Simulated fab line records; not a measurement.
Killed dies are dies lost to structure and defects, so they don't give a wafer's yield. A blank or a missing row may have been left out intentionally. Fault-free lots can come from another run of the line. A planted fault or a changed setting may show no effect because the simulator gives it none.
fab line records | flow sfqLine
[record] lots = 6 | wafers = 18 | lastDay = 83
route steps=325 shown JJ@193 M5@198
lots that met no fault: from a run of the same line without faults
startH: hours from the record's first day to the start of the lot's first wafer shown | waitH: how many hours have passed since the lot's step before this one | " unchanged from the row above | L1.1+2: a row that stands for several wafers | - value missing, or start not given | * or withheld: withheld | < > ~ a bound
route shown NAME@n: a module of which the file shows steps, and the number in the route of the first | usual: mean/standard deviation taken from wafers without a fault | same: alike in all rows | chamber/n: place in a boat | sites: the reading at each site | _std_site: how widely they spread, as a standard deviation | _edge_site: the outer-site mean with the inner-site mean subtracted | radiusMm: for every site, how far away it sits from the centre of the wafer | mask NAME#n: copy n | behind: the last tool/chamber to shape the wafer | hold: cause of the lot's hold/its duration in hours/its outcome | device: transistor that didn't switch, given as n, p or np | end of line: the same wafers' tests at the end of the route | step lacking rows: just its recipe | killed: not the wafer's yield, but the dies lost to structure and defects at the first sort | map: per-die view of a wafer (x killed, . not killed, _ where there is no die)
set.NAME: the setting that was run; set.NAME@STEP: the one run at that earlier step | model.NAME: the simulator's own value behind a step, which no gauge read
lots at selected steps of the route; one table per step, one row per wafer
services: a tool's chamber out of use, with start hour (startH, from the record's first day; less than 0 if before it), hours out, and reason
[[steps]]
[step SFQ_TRILAYER_JJ_CE_BARC_OPEN_RIE_150]
[recipe] maskMaterial = PR | chemistry = O2 | targetDepthNm = 240 | target = BARC | icpW = 600 | biasW = 80 | pressureMtorr = 10 | timeS = 80
[usual] biasW = 79.99/0.22 | drypumpMotorCurrentA = 6.1/0.43 | oesProductAu = 0.538/0.0049
lot.wafer | tool        | chamber | startH  | waitH | biasW | drypumpMotorCurrentA | oesProductAu | rfHoursCounterH
L360.2    | rieMetal-03 | 0       | 1174.43 | 0.8   | 80.06 | 6.3                  | 0.541        | 151
L360.5    | "           | 0       | "       | "     | 80.18 | 6.3                  | 0.536        | -
L360.6    | "           | 1       | "       | "     | 79.68 | 6.4                  | 0.535        | -
L367.2    | rieMetal-01 | 1       | 1274.76 | 0.8   | 80.14 | 6.1                  | 0.546        | 121
L367.4    | "           | 0       | "       | "     | 80.11 | 5.8                  | 0.538        | -
L367.5    | "           | 1       | "       | "     | 79.99 | 6.0                  | 0.540        | -
L372.1    | rieMetal-03 | 1       | 1497.10 | 1.0   | 80.38 | 6.5                  | 0.546        | 25
L372.2    | "           | 0       | "       | "     | 80.16 | 6.3                  | 0.538        | 35
L372.3    | "           | 1       | "       | "     | 80.27 | 6.4                  | 0.538        | -
L373.2    | rieMetal-02 | 1       | 1509.67 | 0.8   | 80.70 | 6.0                  | 0.538        | 136
L373.3    | "           | 0       | "       | "     | 80.16 | 4.8                  | 0.523        | -
L373.5    | "           | 0       | "       | "     | 80.30 | 4.8                  | 0.539        | -
L374.2    | rieMetal-03 | 1       | 1512.57 | 0.8   | 80.22 | 6.5                  | 0.541        | 26
L374.4    | "           | 0       | "       | "     | 79.78 | 6.3                  | 0.544        | -
L374.6    | "           | 1       | "       | "     | 79.68 | 6.4                  | 0.541        | -
L381.2    | rieMetal-03 | 0       | 1562.06 | 0.8   | 79.81 | 6.3                  | 0.536        | 46
L381.5    | "           | 1       | "       | "     | 79.65 | 6.4                  | 0.539        | -
L381.6    | "           | 0       | "       | "     | 79.83 | 6.3                  | 0.543        | -
[step SFQ_TRILAYER_JJ_CE_ETCH_RIE_118]
[recipe] target = Nb | stopOn = Al2O3 | maskMaterial = PR | taperDeg = 13.257 | overEtchFrac = 0.15 | timeS = 97.7 | chemistry = SF6 | targetDepthNm = 170 | icpW = 600 | biasW = 80 | pressureMtorr = 10
[usual] biasW = 79.96/0.25 | drypumpMotorCurrentA = 6.1/0.43 | oesProductAu = 0.988/0.0067
lot.wafer | tool        | chamber | startH  | waitH | biasW | drypumpMotorCurrentA | oesProductAu | rfHoursCounterH
L360.2    | rieMetal-03 | 0       | 1174.53 | 0.1   | 79.39 | 6.3                  | 0.976        | 151
L360.5    | "           | 0       | "       | "     | 79.68 | 6.3                  | 0.993        | -
L360.6    | "           | 1       | "       | "     | 80.06 | 6.4                  | 0.991        | -
L367.2    | rieMetal-01 | 1       | 1274.85 | 0.1   | 79.66 | 6.1                  | 0.994        | 122
L367.4    | "           | 0       | "       | "     | 79.61 | 5.9                  | 0.996        | -
L367.5    | "           | 1       | "       | "     | 80.33 | 6.0                  | 0.993        | -
L372.1    | rieMetal-03 | 1       | 1497.19 | 0.1   | 79.96 | 6.5                  | 0.997        | 25
L372.2    | "           | 0       | "       | "     | 79.57 | 6.3                  | 0.987        | 35
L372.3    | "           | 1       | "       | "     | 80.30 | 6.5                  | 0.986        | -
L373.2    | rieMetal-02 | 1       | 1509.76 | 0.1   | 79.98 | 6.0                  | 0.987        | 136
L373.3    | "           | 0       | "       | "     | 79.99 | 4.8                  | 0.995        | -
L373.5    | "           | 0       | "       | "     | 80.06 | 4.8                  | 0.996        | -
L374.2    | rieMetal-03 | 1       | 1512.66 | 0.1   | 80.09 | 6.4                  | 0.981        | 26
L374.4    | "           | 0       | "       | "     | 79.81 | 6.3                  | 0.978        | -
L374.6    | "           | 1       | "       | "     | 80.08 | 6.4                  | 0.981        | -
L381.2    | rieMetal-03 | 0       | 1562.15 | 0.1   | 79.91 | 6.3                  | 0.993        | 46
L381.5    | "           | 1       | "       | "     | 79.86 | 6.4                  | 0.987        | -
L381.6    | "           | 0       | "       | "     | 80.20 | 6.3                  | 0.998        | -
[step SFQ_TRILAYER_JJ_ANODIZE_ANODIZE_119]
[recipe] currentDensityMaCm2 = withheld | endCurrentDensityMaCm2 = withheld | bathTempC = withheld
[step SFQ_TRILAYER_JJ_CE_STRIP_STRIP_120]
[recipe] gas = O2 | powerW = 200 | platenTempC = 40 | overashFraction = 0.65 | chemistry = O2 | pressureMtorr = 50
[usual] drypumpMotorCurrentA = 5.7/0.59 | oesProductAu = 1.000/0.0094
lot.wafer | tool        | chamber | startH  | waitH | drypumpMotorCurrentA | oesProductAu | rfHoursCounterH
L360.2    | rieMetal-02 | 1       | 1175.33 | 0.2   | 6.0                  | 0.994        | -
L360.5    | "           | 1       | "       | "     | 6.0                  | 0.991        | -
L360.6    | "           | 1       | "       | "     | 6.0                  | 0.990        | -
L367.2    | rieMetal-02 | 1       | 1275.50 | 0.0   | 6.0                  | 0.989        | 109
L367.4    | "           | 0       | "       | "     | 4.8                  | 0.999        | -
L367.5    | "           | 1       | "       | "     | 6.0                  | 0.979        | -
L372.1    | rieMetal-01 | 0       | 1497.79 | 0.0   | 5.9                  | 1.000        | 131
L372.2    | "           | 1       | "       | "     | 6.0                  | 0.998        | 18
L372.3    | "           | 0       | "       | "     | 5.8                  | 1.008        | -
L373.2    | rieMetal-02 | 1       | 1510.37 | 0.0   | 6.0                  | 0.983        | 136
L373.3    | "           | 0       | "       | "     | 4.8                  | 1.001        | -
L373.5    | "           | 1       | "       | "     | 6.0                  | 0.989        | -
L374.2    | rieMetal-01 | 0       | 1513.31 | 0.0   | 5.9                  | 0.995        | 134
L374.4    | "           | 0       | "       | "     | 5.8                  | 1.006        | -
L374.6    | "           | 1       | "       | "     | 6.1                  | 1.004        | -
L381.2    | rieMetal-02 | 1       | 1562.80 | 0.0   | 6.0                  | 1.001        | 2
L381.5    | "           | 1       | "       | "     | 6.0                  | 1.008        | -
L381.6    | "           | 0       | "       | "     | 4.8                  | 1.014        | -
[step SFQ_TRILAYER_JJ_CE_STRIP_SOLV_CLEAN_121]
[recipe] chemistry = NMP | tempC = 70 | timeS = 600
[step SFQ_TRILAYER_M5_LITHO_COAT_128]
[recipe] resist = BARC | spinRpm = 3000 | resistThkNm = 62
[step SFQ_TRILAYER_M5_LITHO_COAT_123]
[recipe] resist = KrF | spinRpm = 3000 | resistThkNm = 600
[step SFQ_TRILAYER_M5_LITHO_SOFTBAKE_127]
[recipe] tempC = withheld | timeS = withheld | resist = KrF
[step SFQ_TRILAYER_M5_LITHO_EXPOSE_124]
[recipe] maskId = M5 | na = 0.6 | sourceShape = conventional | sigmaOuter = 0.65 | targetCdNm = 700 | doseMj = 14.4
[step SFQ_TRILAYER_M5_LITHO_PEB_126]
[recipe] pebTempC = 115 | pebTimeS = 60 | resist = KrF
[step SFQ_TRILAYER_M5_LITHO_DEVELOP_125]
[recipe] timeS = 60 | resist = KrF
[step SFQ_M5_OVL_MEAS_932]
[usual] M5_OVL = 0/5.1
lot.wafer | tool       | chamber | startH  | waitH | M5_OVL[nm]
L360.2    | overlay-02 | -       | 1178.78 | 0.1   | -2
L360.5    | "          | -       | "       | "     | 3
L360.6    | "          | -       | "       | "     | -1
L367.2    | overlay-02 | -       | 1386.32 | 0.1   | 2
L367.4    | "          | -       | "       | "     | 1
L367.5    | "          | -       | "       | "     | 3
L372.1    | overlay-02 | -       | 1507.61 | 0.1   | 8
L372.2    | "          | -       | "       | "     | 7
L372.3    | "          | -       | "       | "     | 2
L373.2    | overlay-02 | -       | 1528.89 | 0.1   | 3
L373.3    | "          | -       | "       | "     | 1
L373.5    | "          | -       | "       | "     | -2
L374.2    | overlay-02 | -       | 1531.29 | 0.1   | -5
L374.4    | "          | -       | "       | "     | -5
L374.6    | "          | -       | "       | "     | -4
L381.2    | overlay-02 | -       | 1567.03 | 0.1   | 1
L381.5    | "          | -       | "       | "     | 6
L381.6    | "          | -       | "       | "     | 3
[step SFQ_TRILAYER_M5_BARC_OPEN_METAL_ETCH_161]
[recipe] maskMaterial = PR | chemistry = O2 | targetDepthNm = 125 | target = BARC | icpW = 600 | biasW = 80 | pressureMtorr = 10 | timeS = 41.7
[usual] biasW = 80.00/0.23 | drypumpMotorCurrentA = 5.9/0.52 | oesProductAu = 0.685/0.0044 | runLengthS = 69.7/0.48
lot.wafer | tool        | chamber | startH  | waitH | biasW | drypumpMotorCurrentA | oesProductAu | rfHoursCounterH | runLengthS | model.KrF_of_TRILAYER_M5_LITHO_COAT_123.thkNm
L360.2    | rieMetal-03 | 0       | 1178.81 | 0.0   | 79.90 | 6.3                  | 0.690        | 151             | 69.2       | 522.7
L360.5    | "           | 1       | "       | "     | 80.07 | 6.4                  | 0.687        | -               | 69.0       | 523.7
L360.6    | "           | 0       | "       | "     | 80.20 | 6.3                  | 0.689        | -               | 69.4       | 521.4
L367.2    | rieMetal-04 | 0       | 1386.35 | 0.0   | 79.90 | 6.2                  | 0.693        | 130             | 70.1       | 521.3
L367.4    | "           | 1       | "       | "     | 79.99 | 5.0                  | 0.686        | -               | 70.5       | 522.8
L367.5    | "           | 1       | "       | "     | 80.01 | 5.0                  | 0.684        | -               | 70.1       | 524.4
L372.1    | rieMetal-04 | 1       | 1507.64 | 0.0   | 79.70 | 5.1                  | 0.685        | 116             | 70.0       | 528.6
L372.2    | "           | 1       | "       | "     | 80.01 | 5.0                  | 0.609        | -               | 81.8       | 512.4
L372.3    | "           | 1       | "       | "     | 79.90 | 5.1                  | 0.619        | -               | 81.7       | 514.4
L373.2    | rieMetal-04 | 0       | 1528.92 | 0.0   | 80.07 | 6.3                  | 0.611        | 2               | 82.4       | 508.7
L373.3    | "           | 0       | "       | "     | 79.87 | 6.2                  | 0.607        | -               | 82.6       | 510.3
L373.5    | "           | 0       | "       | "     | 79.97 | 6.3                  | 0.615        | -               | 82.1       | 510.4
L374.2    | rieMetal-01 | 1       | 1531.34 | 0.0   | 79.87 | 6.1                  | 0.673        | -               | 69.0       | 524.4
L374.4    | "           | 1       | "       | "     | 79.75 | 6.1                  | 0.683        | -               | 69.0       | 524.7
L374.6    | "           | 1       | "       | "     | 79.83 | 6.0                  | 0.684        | -               | 69.0       | 521.5
L381.2    | rieMetal-03 | 0       | 1567.06 | 0.0   | 79.63 | 6.3                  | 0.684        | 46              | 69.3       | 523.8
L381.5    | "           | 1       | "       | "     | 80.04 | 6.4                  | 0.681        | -               | 68.9       | 520.7
L381.6    | "           | 0       | "       | "     | 79.75 | 6.3                  | 0.689        | -               | 69.8       | 522
[step SFQ_TRILAYER_M5_ETCH_METAL_ETCH_126]
[recipe] target = Nb | stopOn = SiO2 | maskMaterial = PR | overEtchFrac = 0.15 | timeS = 203.2 | chemistry = Cl2/BCl3 | targetDepthNm = 265 | icpW = 600 | biasW = 80 | pressureMtorr = 10
[usual] biasW = 79.99/0.23 | drypumpMotorCurrentA = 5.9/0.52 | oesProductAu = 0.726/0.0059 | runLengthS = 231.1/0.46
lot.wafer | tool        | chamber | startH  | waitH | biasW | drypumpMotorCurrentA | oesProductAu | rfHoursCounterH | runLengthS | model.KrF_of_TRILAYER_M5_LITHO_COAT_123.thkNm
L360.2    | rieMetal-03 | 0       | 1178.87 | 0.0   | 79.87 | 6.3                  | 0.732        | 151             | 231.4      | 373.8
L360.5    | "           | 1       | "       | "     | 80.12 | 6.5                  | 0.736        | -               | 230.5      | 371.7
L360.6    | "           | 0       | "       | "     | 79.67 | 6.3                  | 0.736        | -               | 230.7      | 372.3
L367.2    | rieMetal-04 | 0       | 1386.41 | 0.0   | 80.08 | 6.2                  | 0.723        | 130             | 231.5      | 373.4
L367.4    | "           | 1       | "       | "     | 80.10 | 5.0                  | 0.716        | -               | 231.3      | 372.2
L367.5    | "           | 1       | "       | "     | 80.09 | 5.0                  | 0.723        | -               | 231.8      | 374.8
L372.1    | rieMetal-04 | 1       | 1507.76 | 0.1   | 79.71 | 5.0                  | 0.726        | 116             | 231.3      | 379.1
L372.2    | "           | 1       | "       | "     | 79.92 | 5.0                  | 0.726        | -               | 231.5      | 362.9
L372.3    | "           | 1       | "       | "     | 80.17 | 5.0                  | 0.722        | -               | 231.5      | 365
L373.2    | rieMetal-04 | 0       | 1528.98 | 0.0   | 80.01 | 6.2                  | 0.732        | 2               | 231.7      | 360.5
L373.3    | "           | 0       | "       | "     | 79.78 | 6.2                  | 0.731        | -               | 231.5      | 362.2
L373.5    | "           | 0       | "       | "     | 80.20 | 6.2                  | 0.729        | -               | 231.5      | 361.1
L374.2    | rieMetal-01 | 1       | 1531.50 | 0.1   | 80.32 | 6.0                  | 0.715        | -               | 230.4      | 373.8
L374.4    | "           | 1       | "       | "     | 80.03 | 6.1                  | 0.723        | -               | 230.6      | 374.2
L374.6    | "           | 1       | "       | "     | 80.12 | 6.0                  | 0.714        | -               | 231.0      | 371.2
L381.2    | rieMetal-03 | 0       | 1567.12 | 0.0   | 80.38 | 6.3                  | 0.729        | 47              | 230.9      | 372.4
L381.5    | "           | 1       | "       | "     | 79.79 | 6.4                  | 0.723        | -               | 230.9      | 368.9
L381.6    | "           | 0       | "       | "     | 80.20 | 6.3                  | 0.721        | -               | 231.0      | 369.6
[step SFQ_TRILAYER_M5_STRIP_STRIP_127]
[recipe] gas = O2 | powerW = 200 | platenTempC = 40 | overashFraction = 0.65 | chemistry = O2 | pressureMtorr = 50
[usual] drypumpMotorCurrentA = 5.9/0.52 | oesProductAu = 0.994/0.0082
lot.wafer | tool        | chamber | startH  | waitH | drypumpMotorCurrentA | oesProductAu | rfHoursCounterH
L360.2    | rieMetal-03 | 0       | 1179.06 | 0.1   | 6.3                  | 0.999        | 152
L360.5    | "           | 1       | "       | "     | 6.4                  | 1.001        | -
L360.6    | "           | 0       | "       | "     | 6.3                  | 1.006        | -
L367.2    | rieMetal-04 | 0       | 1386.61 | 0.1   | 6.3                  | 0.993        | 130
L367.4    | "           | 1       | "       | "     | 5.1                  | 1.001        | -
L367.5    | "           | 1       | "       | "     | 5.0                  | 1.001        | -
L372.1    | rieMetal-04 | 1       | 1508.15 | 0.3   | 5.0                  | 0.983        | 116
L372.2    | "           | 1       | "       | "     | 5.0                  | 0.978        | -
L372.3    | "           | 1       | "       | "     | 5.0                  | 0.978        | -
L373.2    | rieMetal-04 | 0       | 1529.17 | 0.1   | 6.2                  | 0.993        | 2
L373.3    | "           | 0       | "       | "     | 6.2                  | 0.982        | -
L373.5    | "           | 0       | "       | "     | 6.2                  | 0.987        | -
L374.2    | rieMetal-01 | 1       | 1532.03 | 0.5   | 6.0                  | 0.994        | -
L374.4    | "           | 1       | "       | "     | 6.1                  | 0.999        | -
L374.6    | "           | 1       | "       | "     | 6.1                  | 0.996        | -
L381.2    | rieMetal-03 | 0       | 1567.31 | 0.1   | 6.3                  | 0.985        | 47
L381.5    | "           | 1       | "       | "     | 6.5                  | 0.994        | -
L381.6    | "           | 0       | "       | "     | 6.3                  | 0.989        | -
[[services]]
tool        | chamber | startH  | hours | kind
rieMetal-02 | 0       | 1153.59 | 22.1  | repair
rieMetal-01 | -       | 1154.84 | 28.1  | pm
rieMetal-01 | -       | 1192.43 | 0.6   | repair
rieMetal-03 | 0       | 1208.43 | -     | clean
rieMetal-03 | 0       | 1208.43 | -     | consumableReplace:focusRing
rieMetal-03 | 0       | 1208.43 | 19.2  | scheduledDown
rieMetal-03 | 0       | 1208.43 | 19.2  | ventCycle
rieMetal-01 | -       | 1212.10 | 2.8   | pm
rieMetal-01 | 1       | 1237.91 | 19.5  | repair
rieMetal-03 | 1       | 1255.93 | -     | clean
rieMetal-03 | 1       | 1255.93 | 18.7  | scheduledDown
rieMetal-03 | 1       | 1255.93 | 18.7  | ventCycle
rieMetal-04 | 0       | 1256.47 | 6.9   | repair
rieMetal-02 | -       | 1288.60 | 5.3   | repair
rieMetal-03 | 0       | 1293.40 | 11.5  | repair
rieMetal-02 | -       | 1301.21 | 0.3   | repair
rieMetal-03 | 0       | 1311.34 | 7.3   | repair
rieMetal-03 | 1       | 1316.08 | 4.3   | repair
rieMetal-02 | 1       | 1333.35 | 2.8   | repair
rieMetal-04 | -       | 1375.47 | 2.8   | pm
rieMetal-03 | -       | 1424.60 | 14.6  | pm
rieMetal-04 | 0       | 1492.40 | -     | clean
rieMetal-04 | 0       | 1492.40 | -     | consumableReplace:focusRing
rieMetal-03 | -       | 1507.12 | 5.0   | repair
[[key]]
[firstSign] step = SFQ_TRILAYER_M5_BARC_OPEN_METAL_ETCH_161 | reading = runLengthS | direction = up | sigmas = 26 | usual = * | struck = *
[effect] step = SFQ_TRILAYER_M5_BARC_OPEN_METAL_ETCH_161 | reading = oesProductAu | direction = down | sigmas = 17 | usual = 0.685 | struck = 0.612
[modelEffect] step = SFQ_TRILAYER_M5_BARC_OPEN_METAL_ETCH_161 | value = KrF_of_TRILAYER_M5_LITHO_COAT_123.thkNm | without = 525.9 | struck = 511.2
[modelEffect] step = SFQ_TRILAYER_M5_ETCH_METAL_ETCH_126 | value = KrF_of_TRILAYER_M5_LITHO_COAT_123.thkNm | without = 377 | struck = 362.3
metAt SFQ_TRILAYER_M5_BARC_OPEN_METAL_ETCH_161
struckWafers L372.2,L372.3,L373.2,L373.3,L373.5
onsetBetween 1386.35 1507.64
[fault] kind = processParameterDrift | tool = rieMetal-04 | chamber = - | onsetH = 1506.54 | steps = SFQ_TRILAYER_M5_BARC_OPEN_METAL_ETCH_161 | channel = timeS | offset = * | shape = step | endH = 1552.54 | scope = struckWafersOnly | actsIn = * | stated = *
